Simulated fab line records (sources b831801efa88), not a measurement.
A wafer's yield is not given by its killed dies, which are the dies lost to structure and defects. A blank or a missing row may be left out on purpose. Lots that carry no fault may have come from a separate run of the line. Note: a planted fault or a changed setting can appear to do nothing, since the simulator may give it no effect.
Which tool was responsible? / flow sky130 / 24 lots with 72 wafers sampled at 6 steps, on a route of 708 steps

WHAT EACH GAUGE READ, for each wafer
SKY_VIA3_RS_MEAS_22: measures by four-point-probe. Usual: VIA3_W_RS gives 0.294 ohm/sq (standard deviation 0.0035).
lot=L074; measured=day 40 15:22; on=film metro-01; VIA3_W_RS (ohm/sq)=0.295 0.293 0.296; flag=
lot=L076; measured=day 41 10:22; on=film metro-04; VIA3_W_RS (ohm/sq)=0.299 0.295 0.294; flag=
lot=L077; measured=day 41 13:41; on=film metro-01; VIA3_W_RS (ohm/sq)=0.293 0.291 0.292; flag=
lot=L075; measured=day 41 15:43; on=film metro-01; VIA3_W_RS (ohm/sq)=0.289 0.292 0.296; flag=
lot=L078; measured=day 42 06:00; on=film metro-04; VIA3_W_RS (ohm/sq)=0.295 0.295 0.290; flag=
lot=L079; measured=day 42 07:13; on=film metro-02; VIA3_W_RS (ohm/sq)=0.294 0.293 0.293; flag=
lot=L081; measured=day 42 14:31; on=film metro-01; VIA3_W_RS (ohm/sq)=0.292 0.294 0.292; flag=
lot=L080; measured=day 42 15:50; on=film metro-01; VIA3_W_RS (ohm/sq)=0.292 0.292 0.292; flag=
lot=L082; measured=day 43 06:34; on=film metro-02; VIA3_W_RS (ohm/sq)=0.294 0.293 0.294; flag=
lot=L083; measured=day 43 09:07; on=film metro-02; VIA3_W_RS (ohm/sq)=0.292 0.294 0.289; flag=
lot=L084; measured=day 43 11:40; on=film metro-04; VIA3_W_RS (ohm/sq)=0.292 0.295 0.294; flag=
lot=L085; measured=day 43 21:04; on=film metro-01; VIA3_W_RS (ohm/sq)=0.296 0.294 0.297; flag=
lot=L087; measured=day 44 10:03; on=film metro-02; VIA3_W_RS (ohm/sq)=0.284 0.294 0.297; flag=
lot=L086; measured=day 44 11:58; on=film metro-04; VIA3_W_RS (ohm/sq)=0.299 0.296 0.296; flag=
lot=L088; measured=day 44 15:16; on=film metro-04; VIA3_W_RS (ohm/sq)=0.299 0.302 0.298; flag=
lot=L089; measured=day 45 01:56; on=film metro-04; VIA3_W_RS (ohm/sq)=0.290 0.297 0.295; flag=
lot=L090; measured=day 45 03:54; on=film metro-02; VIA3_W_RS (ohm/sq)=0.290 0.298 0.298; flag=
lot=L091; measured=day 45 05:59; on=film metro-01; VIA3_W_RS (ohm/sq)=0.295 0.298 0.296; flag=
lot=L092; measured=day 45 10:46; on=film metro-01; VIA3_W_RS (ohm/sq)=0.296 0.295 0.302; flag=
lot=L093; measured=day 45 12:26; on=film metro-01; VIA3_W_RS (ohm/sq)=0.287 0.295 0.289; flag=
lot=L094; measured=day 46 04:42; on=film metro-02; VIA3_W_RS (ohm/sq)=0.288 0.290 0.295; flag=
lot=L095; measured=day 46 08:00; on=film metro-04; VIA3_W_RS (ohm/sq)=0.295 0.295 0.291; flag=
lot=L096; measured=day 46 09:50; on=film metro-02; VIA3_W_RS (ohm/sq)=0.294 0.298 0.292; flag=
lot=L097; measured=day 46 21:42; on=film metro-02; VIA3_W_RS (ohm/sq)=0.289 0.295 0.294; flag=

SKY_VIA4_OVL_MEAS_11. Usual: VIA4_OVL gives 0.4 nm (standard deviation 1.4).
lot=L074; measured=day 43 18:53; on=overlay-02; VIA4_OVL (nm)=2.7 2.8 1.7; flag=
lot=L076; measured=day 44 12:08; on=overlay-02; VIA4_OVL (nm)=0.2 -1.4 -0.5; flag=
lot=L077; measured=day 44 15:45; on=overlay-01; VIA4_OVL (nm)=0.4 0.8 -0.1; flag=
lot=L075; measured=day 44 17:13; on=overlay-02; VIA4_OVL (nm)=-0.6 -2.4 -1.1; flag=
lot=L078; measured=day 45 06:58; on=overlay-01; VIA4_OVL (nm)=2.2 3.0 2.2; flag=
lot=L079; measured=day 45 07:37; on=overlay-01; VIA4_OVL (nm)=0.9 0.7 -1.6; flag=
lot=L081; measured=day 45 14:40; on=overlay-01; VIA4_OVL (nm)=-0.2 0.0 0.2; flag=
lot=L080; measured=day 45 16:40; on=overlay-02; VIA4_OVL (nm)=-0.7 -1.3 -0.6; flag=
lot=L082; measured=day 46 06:14; on=overlay-02; VIA4_OVL (nm)=1.3 0.9 1.6; flag=
lot=L083; measured=day 46 06:50; on=overlay-01; VIA4_OVL (nm)=2.6 0.8 2.0; flag=
lot=L084; measured=day 46 09:38; on=overlay-01; VIA4_OVL (nm)=1.3 1.8 1.3; flag=
lot=L085; measured=day 46 18:14; on=overlay-02; VIA4_OVL (nm)=3.1 1.5 1.7; flag=
lot=L087; measured=day 47 06:06; on=overlay-02; VIA4_OVL (nm)=-0.5 -0.6 1.4; flag=
lot=L086; measured=day 47 07:40; on=overlay-02; VIA4_OVL (nm)=-0.3 -1.2 -2.6; flag=
lot=L088; measured=day 47 11:27; on=overlay-01; VIA4_OVL (nm)=2.2 1.1 2.0; flag=
lot=L089; measured=day 47 20:49; on=overlay-01; VIA4_OVL (nm)=0.3 0.9 1.7; flag=
lot=L090; measured=day 47 23:04; on=overlay-02; VIA4_OVL (nm)=2.1 1.4 0.5; flag=
lot=L091; measured=day 48 01:17; on=overlay-02; VIA4_OVL (nm)=-0.7 -0.8 -2.8; flag=
lot=L092; measured=day 48 04:41; on=overlay-02; VIA4_OVL (nm)=-1.8 -0.4 -0.6; flag=
lot=L093; measured=day 48 06:56; on=overlay-01; VIA4_OVL (nm)=1.5 0.6 1.1; flag=
lot=L094; measured=day 48 21:14; on=overlay-01; VIA4_OVL (nm)=1.0 -0.5 0.8; flag=
lot=L095; measured=day 48 23:07; on=overlay-02; VIA4_OVL (nm)=-0.8 0.7 1.0; flag=
lot=L096; measured=day 49 02:02; on=overlay-01; VIA4_OVL (nm)=-1.6 -1.9 0.5; flag=
lot=L097; measured=day 49 12:08; on=overlay-01; VIA4_OVL (nm)=-0.3 0.1 -0.2; flag=

SKY_PASSIVATION_THK_MEAS_03. Usual: PASSIVATION_CVD_02_THK gives 541 nm (standard deviation 7.3).
lot=L074; measured=day 44 20:56; on=film metro-01; PASSIVATION_CVD_02_THK (nm)=534 543 544; flag=
lot=L076; measured=day 45 13:24; on=film metro-02; PASSIVATION_CVD_02_THK (nm)=534 538 534; flag=
lot=L077; measured=day 45 16:13; on=film metro-01; PASSIVATION_CVD_02_THK (nm)=558 541 552; flag=
lot=L075; measured=day 45 18:13; on=film metro-01; PASSIVATION_CVD_02_THK (nm)=531 540 541; flag=
lot=L078; measured=day 46 07:42; on=film metro-04; PASSIVATION_CVD_02_THK (nm)=530 529 542; flag=
lot=L079; measured=day 46 08:50; on=film metro-01; PASSIVATION_CVD_02_THK (nm)=532 548 552; flag=
lot=L081; measured=day 46 14:47; on=film metro-01; PASSIVATION_CVD_02_THK (nm)=539 540 544; flag=
lot=L080; measured=day 46 17:05; on=film metro-02; PASSIVATION_CVD_02_THK (nm)=532 542 550; flag=
lot=L082; measured=day 47 05:16; on=film metro-02; PASSIVATION_CVD_02_THK (nm)=536 543 546; flag=
lot=L083; measured=day 47 06:25; on=film metro-01; PASSIVATION_CVD_02_THK (nm)=539 548 548; flag=
lot=L084; measured=day 47 09:34; on=film metro-04; PASSIVATION_CVD_02_THK (nm)=542 543 549; flag=
lot=L085; measured=day 47 18:19; on=film metro-01; PASSIVATION_CVD_02_THK (nm)=538 544 538; flag=
lot=L087; measured=day 48 05:14; on=film metro-02; PASSIVATION_CVD_02_THK (nm)=547 558 548; flag=
lot=L086; measured=day 48 06:36; on=film metro-01; PASSIVATION_CVD_02_THK (nm)=532 544 540; flag=
lot=L088; measured=day 48 10:49; on=film metro-04; PASSIVATION_CVD_02_THK (nm)=534 532 543; flag=
lot=L089; measured=day 48 19:40; on=film metro-04; PASSIVATION_CVD_02_THK (nm)=537 526 549; flag=
lot=L090; measured=day 48 21:40; on=film metro-01; PASSIVATION_CVD_02_THK (nm)=527 541 546; flag=
lot=L091; measured=day 48 23:44; on=film metro-04; PASSIVATION_CVD_02_THK (nm)=553 542 541; flag=
lot=L092; measured=day 49 02:47; on=film metro-02; PASSIVATION_CVD_02_THK (nm)=527 554 542; flag=
lot=L093; measured=day 49 04:51; on=film metro-04; PASSIVATION_CVD_02_THK (nm)=538 531 541; flag=
lot=L094; measured=day 49 18:27; on=film metro-04; PASSIVATION_CVD_02_THK (nm)=547 537 545; flag=
lot=L095; measured=day 49 20:11; on=film metro-04; PASSIVATION_CVD_02_THK (nm)=527 558 542; flag=
lot=L096; measured=day 49 22:17; on=film metro-01; PASSIVATION_CVD_02_THK (nm)=542 548 545; flag=
lot=L097; measured=day 50 09:27; on=film metro-02; PASSIVATION_CVD_02_THK (nm)=533 546 536; flag=

TOOL THAT RAN EACH LOT (tool first, then ch and the chambers of the sampled wafers, then the start)
lot=L074; SKY_METAL3_ETCH_17=rie diel-03 ch 0,2, day 39 11:51; SKY_VIA3_CMP_02=cmp-01 ch 0,2,3, day 39 12:56; SKY_METAL4_DESCUM_15=rie metal-01 ch 0,1, day 42 18:16
lot=L076; SKY_METAL3_ETCH_17=rie diel-04 ch 0,1,2, day 40 07:40; SKY_VIA3_CMP_02=cmp-01 ch 1,2,3, day 40 08:47; SKY_METAL4_DESCUM_15=rie metal-01 ch 0, day 43 11:29
lot=L077; SKY_METAL3_ETCH_17=rie diel-04 ch 0,1,2, day 40 10:24; SKY_VIA3_CMP_02=cmp-01 ch 0,3, day 40 11:28; SKY_METAL4_DESCUM_15=rie metal-04 ch 0,1, day 43 14:53
lot=L075; SKY_METAL3_ETCH_17=rie diel-03 ch 0,1,3, day 40 12:30; SKY_VIA3_CMP_02=cmp-02 ch 0,1,2, day 40 13:31; SKY_METAL4_DESCUM_15=rie metal-01 ch 0, day 43 16:41
lot=L078; SKY_METAL3_ETCH_17=rie diel-03 ch 0,2,3, day 41 02:34; SKY_VIA3_CMP_02=cmp-02 ch 1,2,3, day 41 03:40; SKY_METAL4_DESCUM_15=rie metal-04 ch 0,1, day 44 06:56
lot=L079; SKY_METAL3_ETCH_17=rie diel-03 ch 0,1, day 41 04:07; SKY_VIA3_CMP_02=cmp-02 ch 1,2, day 41 05:10; SKY_METAL4_DESCUM_15=rie metal-02 ch 0,1, day 44 07:39
lot=L081; SKY_METAL3_ETCH_17=rie diel-03 ch 0,1,3, day 41 11:25; SKY_VIA3_CMP_02=cmp-02 ch 0,2,3, day 41 12:26; SKY_METAL4_DESCUM_15=rie metal-01 ch 0,1, day 44 15:07
lot=L080; SKY_METAL3_ETCH_17=rie diel-03 ch 0,2,3, day 41 13:07; SKY_VIA3_CMP_02=cmp-02 ch 0,1, day 41 14:27; SKY_METAL4_DESCUM_15=rie metal-01 ch 0,1, day 44 16:47
lot=L082; SKY_METAL3_ETCH_17=rie diel-04 ch 0,1,2, day 42 04:04; SKY_VIA3_CMP_02=cmp-01 ch 2,3, day 42 05:14; SKY_METAL4_DESCUM_15=rie metal-02 ch 0,1, day 45 06:49
lot=L083; SKY_METAL3_ETCH_17=rie diel-04 ch 0,1,2, day 42 07:30; SKY_VIA3_CMP_02=cmp-02 ch 0,1, day 42 08:38; SKY_METAL4_DESCUM_15=rie metal-04 ch 0,1, day 45 07:28
lot=L084; SKY_METAL3_ETCH_17=rie diel-03 ch 0,3, day 42 09:48; SKY_VIA3_CMP_02=cmp-02 ch 2,3, day 42 11:00; SKY_METAL4_DESCUM_15=rie metal-04 ch 0,1, day 45 10:20
lot=L085; SKY_METAL3_ETCH_17=rie diel-03 ch 1,3, day 42 19:24; SKY_VIA3_CMP_02=cmp-02 ch 0,2, day 42 20:34; SKY_METAL4_DESCUM_15=rie metal-01 ch 1, day 45 19:38
lot=L087; SKY_METAL3_ETCH_17=rie diel-02 ch 0,3, day 43 07:42; SKY_VIA3_CMP_02=cmp-01 ch 1,3, day 43 09:01; SKY_METAL4_DESCUM_15=rie metal-02 ch 0,1, day 46 07:21
lot=L086; SKY_METAL3_ETCH_17=rie diel-02 ch 0,1,2, day 43 09:49; SKY_VIA3_CMP_02=cmp-01 ch 1,3, day 43 10:53; SKY_METAL4_DESCUM_15=rie metal-04 ch 0,1, day 46 09:29
lot=L088; SKY_METAL3_ETCH_17=rie diel-03 ch 1,2,3, day 43 13:19; SKY_VIA3_CMP_02=cmp-02 ch 0,2, day 43 14:34; SKY_METAL4_DESCUM_15=rie metal-02 ch 0,1, day 46 13:06
lot=L089; SKY_METAL3_ETCH_17=rie diel-04 ch 1,3, day 43 23:54; SKY_VIA3_CMP_02=cmp-01 ch 0,1,2, day 44 00:55; SKY_METAL4_DESCUM_15=rie metal-04 ch 0,1, day 46 23:10
lot=L090; SKY_METAL3_ETCH_17=rie diel-03 ch 0,3, day 44 02:15; SKY_VIA3_CMP_02=cmp-01 ch 1,2, day 44 03:19; SKY_METAL4_DESCUM_15=rie metal-04 ch 0,1, day 47 00:57
lot=L091; SKY_METAL3_ETCH_17=rie diel-03 ch 2,3, day 44 05:04; SKY_VIA3_CMP_02=cmp-02 ch 0,3, day 44 06:05; SKY_METAL4_DESCUM_15=rie metal-02 ch 0,1, day 47 03:01
lot=L092; SKY_METAL3_ETCH_17=rie diel-04 ch 0,1,3, day 44 10:31; SKY_VIA3_CMP_02=cmp-01 ch 0,1, day 44 11:35; SKY_METAL4_DESCUM_15=rie metal-04 ch 0,1, day 47 06:35
lot=L093; SKY_METAL3_ETCH_17=rie diel-03 ch 0,1,2, day 44 11:27; SKY_VIA3_CMP_02=cmp-02 ch 0,1,2, day 44 12:29; SKY_METAL4_DESCUM_15=rie metal-04 ch 0,1, day 47 09:08
lot=L094; SKY_METAL3_ETCH_17=rie diel-04 ch 0,1,2, day 45 04:04; SKY_VIA3_CMP_02=cmp-01 ch 0,1,3, day 45 05:10; SKY_METAL4_DESCUM_15=rie metal-02 ch 0,1, day 48 00:32
lot=L095; SKY_METAL3_ETCH_17=rie diel-04 ch 0,1,3, day 45 07:34; SKY_VIA3_CMP_02=cmp-01 ch 1,3, day 45 08:35; SKY_METAL4_DESCUM_15=rie metal-04 ch 1, day 48 02:31
lot=L096; SKY_METAL3_ETCH_17=rie diel-03 ch 0,1,3, day 45 10:03; SKY_VIA3_CMP_02=cmp-02 ch 0,3, day 45 11:04; SKY_METAL4_DESCUM_15=rie metal-01 ch 0,1, day 48 05:28
lot=L097; SKY_METAL3_ETCH_17=rie diel-04 ch 0,1,3, day 45 22:03; SKY_VIA3_CMP_02=cmp-02 ch 0,2,3, day 45 23:10; SKY_METAL4_DESCUM_15=rie metal-02 ch 0,1, day 48 15:53
- SKY_METAL3_ETCH_17: etches SiO2 in C4F8/O2/Ar, stops on TiN, time 3.9 s, target depth 15 nm.
- SKY_VIA3_CMP_02: polishes SiO2.
- SKY_METAL4_DESCUM_15: chemistry O2, time 8 s.

AS READ BY THE TOOLS THEMSELVES (means over the sampled wafers that have a number; for cases with no such wafer, the mark the record gives instead)
SKY_METAL3_ETCH_17. Usual: oes product au 0.755 a.u., standard deviation 0.0077.
lot=L074; tool=rie diel-03; oes product au (a.u.)=0.744; flag=
lot=L076; tool=rie diel-04; oes product au (a.u.)=0.755; flag=
lot=L077; tool=rie diel-04; oes product au (a.u.)=0.761; flag=
lot=L075; tool=rie diel-03; oes product au (a.u.)=0.747; flag=
lot=L078; tool=rie diel-03; oes product au (a.u.)=0.757; flag=
lot=L079; tool=rie diel-03; oes product au (a.u.)=0.766; flag=
lot=L081; tool=rie diel-03; oes product au (a.u.)=0.750; flag=
lot=L080; tool=rie diel-03; oes product au (a.u.)=0.766; flag=
lot=L082; tool=rie diel-04; oes product au (a.u.)=0.756; flag=
lot=L083; tool=rie diel-04; oes product au (a.u.)=0.751; flag=
lot=L084; tool=rie diel-03; oes product au (a.u.)=0.762; flag=
lot=L085; tool=rie diel-03; oes product au (a.u.)=0.752; flag=
lot=L087; tool=rie diel-02; oes product au (a.u.)=0.755; flag=
lot=L086; tool=rie diel-02; oes product au (a.u.)=0.757; flag=
lot=L088; tool=rie diel-03; oes product au (a.u.)=0.754; flag=
lot=L089; tool=rie diel-04; oes product au (a.u.)=0.761; flag=
lot=L090; tool=rie diel-03; oes product au (a.u.)=0.756; flag=
lot=L091; tool=rie diel-03; oes product au (a.u.)=0.747; flag=
lot=L092; tool=rie diel-04; oes product au (a.u.)=0.757; flag=
lot=L093; tool=rie diel-03; oes product au (a.u.)=0.762; flag=
lot=L094; tool=rie diel-04; oes product au (a.u.)=0.752; flag=
lot=L095; tool=rie diel-04; oes product au (a.u.)=0.759; flag=
lot=L096; tool=rie diel-03; oes product au (a.u.)=0.756; flag=
lot=L097; tool=rie diel-04; oes product au (a.u.)=0.750; flag=

SKY_VIA3_CMP_02. Usual: motor current A 11.9 A, standard deviation 1.3.
lot=L074; tool=cmp-01; motor current A (A)=12.4; flag=
lot=L076; tool=cmp-01; motor current A (A)=11.3; flag=
lot=L077; tool=cmp-01; motor current A (A)=13.8; flag=
lot=L075; tool=cmp-02; motor current A (A)=11.4; flag=
lot=L078; tool=cmp-02; motor current A (A)=12.3; flag=
lot=L079; tool=cmp-02; motor current A (A)=12.3; flag=
lot=L081; tool=cmp-02; motor current A (A)=11.0; flag=
lot=L080; tool=cmp-02; motor current A (A)=10.8; flag=
lot=L082; tool=cmp-01; motor current A (A)=11.0; flag=
lot=L083; tool=cmp-02; motor current A (A)=11.3; flag=
lot=L084; tool=cmp-02; motor current A (A)=12.2; flag=
lot=L085; tool=cmp-02; motor current A (A)=10.6; flag=
lot=L087; tool=cmp-01; motor current A (A)=11.7; flag=
lot=L086; tool=cmp-01; motor current A (A)=11.6; flag=
lot=L088; tool=cmp-02; motor current A (A)=11.8; flag=
lot=L089; tool=cmp-01; motor current A (A)=12.5; flag=
lot=L090; tool=cmp-01; motor current A (A)=12.1; flag=
lot=L091; tool=cmp-02; motor current A (A)=11.2; flag=
lot=L092; tool=cmp-01; motor current A (A)=12.9; flag=
lot=L093; tool=cmp-02; motor current A (A)=11.6; flag=
lot=L094; tool=cmp-01; motor current A (A)=12.8; flag=
lot=L095; tool=cmp-01; motor current A (A)=11.7; flag=
lot=L096; tool=cmp-02; motor current A (A)=10.4; flag=
lot=L097; tool=cmp-02; motor current A (A)=11.6; flag=

SKY_METAL4_DESCUM_15. Usual: drypump motor current A 5.51 A, standard deviation 0.28; oes product au 0.998 a.u., standard deviation 0.013; temp c 40.00 C, standard deviation 0.1.
lot=L074; tool=rie metal-01; drypump motor current A (A)=5.57; oes product au (a.u.)=0.988; temp c (C)=39.88; flag=
lot=L076; tool=rie metal-01; drypump motor current A (A)=5.72; oes product au (a.u.)=0.977; temp c (C)=40.07; flag=
lot=L077; tool=rie metal-04; drypump motor current A (A)=5.39; oes product au (a.u.)=0.994; temp c (C)=40.08; flag=
lot=L075; tool=rie metal-01; drypump motor current A (A)=5.74; oes product au (a.u.)=0.980; temp c (C)=40.05; flag=
lot=L078; tool=rie metal-04; drypump motor current A (A)=5.41; oes product au (a.u.)=0.996; temp c (C)=40.01; flag=
lot=L079; tool=rie metal-02; drypump motor current A (A)=5.55; oes product au (a.u.)=1.015; temp c (C)=39.96; flag=
lot=L081; tool=rie metal-01; drypump motor current A (A)=5.40; oes product au (a.u.)=0.998; temp c (C)=39.99; flag=
lot=L080; tool=rie metal-01; drypump motor current A (A)=5.41; oes product au (a.u.)=1.002; temp c (C)=39.96; flag=
lot=L082; tool=rie metal-02; drypump motor current A (A)=5.55; oes product au (a.u.)=1.011; temp c (C)=40.02; flag=
lot=L083; tool=rie metal-04; drypump motor current A (A)=5.39; oes product au (a.u.)=0.988; temp c (C)=39.93; flag=
lot=L084; tool=rie metal-04; drypump motor current A (A)=5.39; oes product au (a.u.)=1.000; temp c (C)=39.88; flag=
lot=L085; tool=rie metal-01; drypump motor current A (A)=5.28; oes product au (a.u.)=1.008; temp c (C)=39.88; flag=
lot=L087; tool=rie metal-02; drypump motor current A (A)=5.56; oes product au (a.u.)=1.015; temp c (C)=39.92; flag=
lot=L086; tool=rie metal-04; drypump motor current A (A)=5.40; oes product au (a.u.)=0.994; temp c (C)=39.92; flag=
lot=L088; tool=rie metal-02; drypump motor current A (A)=5.55; oes product au (a.u.)=1.018; temp c (C)=40.00; flag=
lot=L089; tool=rie metal-04; drypump motor current A (A)=5.40; oes product au (a.u.)=0.999; temp c (C)=39.90; flag=
lot=L090; tool=rie metal-04; drypump motor current A (A)=5.40; oes product au (a.u.)=0.998; temp c (C)=40.00; flag=
lot=L091; tool=rie metal-02; drypump motor current A (A)=5.54; oes product au (a.u.)=1.000; temp c (C)=40.09; flag=
lot=L092; tool=rie metal-04; drypump motor current A (A)=5.39; oes product au (a.u.)=0.994; temp c (C)=40.15; flag=
lot=L093; tool=rie metal-04; drypump motor current A (A)=5.41; oes product au (a.u.)=0.990; temp c (C)=39.99; flag=
lot=L094; tool=rie metal-02; drypump motor current A (A)=5.57; oes product au (a.u.)=1.009; temp c (C)=40.05; flag=
lot=L095; tool=rie metal-04; drypump motor current A (A)=5.85; oes product au (a.u.)=0.990; temp c (C)=39.93; flag=
lot=L096; tool=rie metal-01; drypump motor current A (A)=5.60; oes product au (a.u.)=0.997; temp c (C)=40.02; flag=
lot=L097; tool=rie metal-02; drypump motor current A (A)=5.39; oes product au (a.u.)=1.010; temp c (C)=40.03; flag=

THE ANSWER, worked out from the rows above alone
Rule: lot off if the mean of its wafers having a number is beyond 3 standard deviations from the usual mean. Also off: a lot with no number at a reading for which 4 or more lots have one. The other lots that the step has rows for count as sound. After the gauges, taken in route order, come the tools' own readings; for these a lot's mean is taken, as printed above. At the first step where some lot is off, the reading lying furthest off is the one used; lots without a number count as furthest.
None of the lots is off at any reading shown; this tells nothing.

WHAT WAS PUT IN BY THE SIMULATOR
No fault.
